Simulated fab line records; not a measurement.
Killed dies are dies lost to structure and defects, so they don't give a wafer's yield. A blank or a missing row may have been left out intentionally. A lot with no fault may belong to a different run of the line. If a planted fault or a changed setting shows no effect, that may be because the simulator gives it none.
Code-filled problem report in 8D (eight disciplines) form    flow sky130    the parts of the form that need people (team, actions taken, sign-off) are left out

1. THE PROBLEM
Wafers without a fault read 77 s, standard deviation 3.4; run length s at SKY_FIELD_ISO_WET_ETCH_28 reads a mean of 104 s on 6 wafers belonging to 2 lots. Measured from the usual mean, that is +8.1 standard deviations.
The step: etches SiO2 in dHF, target depth 23.7 nm, time 47 s.
Seen first at day 4 14:59 on wet bench-03, wafer L728.1. The record has a number at this step for 18 wafers belonging to 6 lots. By rule, "out" or "out of limits" means more than 4 standard deviations away from the usual mean. Any other wafer with a number is counted as sound.

2. WHAT THIS IS AND IS NOT
question                     is                      is not
which readings at this step  run length s            -
which lots                   L728, L729              L718, L719, L733, L735
which wafers of those lots   all that have a number  -
read on which tools          wet bench-03            wet bench-01, wet bench-04
when                         from day 4 14:59        up to then (6 sound wafers); but 6 sound wafers of L733, L735 came after

3. THE SUSPECTS, EACH WITH WHAT RULES IT OUT
Counting: any tool at a process step up to the reading is kept as a suspect provided that every lot that is out went through it and no sound lot did after the first of them.
- rie si-02 at SKY_FIELD_ISO_ETCH_17 (etches Si in HBr/Cl2/O2, target depth 342 nm, time 97.7 s): ruled out as a lasting fault. After its first lot that is out, L728 (day 4 10:52), sound lots L735 ran on it.
- wet bench-03 at SKY_FIELD_ISO_WET_ETCH_28 (etches SiO2 in dHF, target depth 23.7 nm, time 47 s): kept. It processed each lot that is out, first L728 at day 4 14:59, and no sound lot thereafter; up to then, the last sound lot it processed was L718 at day 2 10:31. Its own readings are out on those wafers: run length s.
After counting, what remains is wet bench-03 at SKY_FIELD_ISO_WET_ETCH_28.

4. THE CAUSE (what the simulator had put in)
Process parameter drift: wet bench-03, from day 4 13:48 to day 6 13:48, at SKY_FIELD_ISO_WET_ETCH_28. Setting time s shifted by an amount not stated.
After counting, this tool was the only one left.

5. THE CHAIN OF EFFECTS, in route order
Rows list readings where the struck wafers' mean (over those with a number) sits beyond 3 standard deviations from the usual. Readings are gone through only where the record gives a usual standard deviation; hours: the median, over the lots, of the time from a lot's start at the first step in this table giving one to that lot's start at this step; sigmas: the change measured in usual standard deviations.
hours  step                       reading       usual  on struck wafers  change  sigmas
0      SKY_FIELD_ISO_WET_ETCH_28  run length s  77 s   104               +28     +8.1
The process steps in it:
- SKY_FIELD_ISO_WET_ETCH_28: etches SiO2 in dHF, target depth 23.7 nm, time 47 s.
Later steps that measure or inspect, where all struck wafers having a row at the step show a number for every such reading and not one has moved that far: SKY_NWELL_THK_MEAS_02, SKY_DNWELL_TW_MEAS_09, SKY_PWDE_OVL_MEAS_07, SKY_PWDE_TW_MEAS_10.

6. WHAT WOULD HAVE CAUGHT IT SOONER
In this record the first reading out of limits was taken at day 4 14:59, 1 hour after the fault began at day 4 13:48.
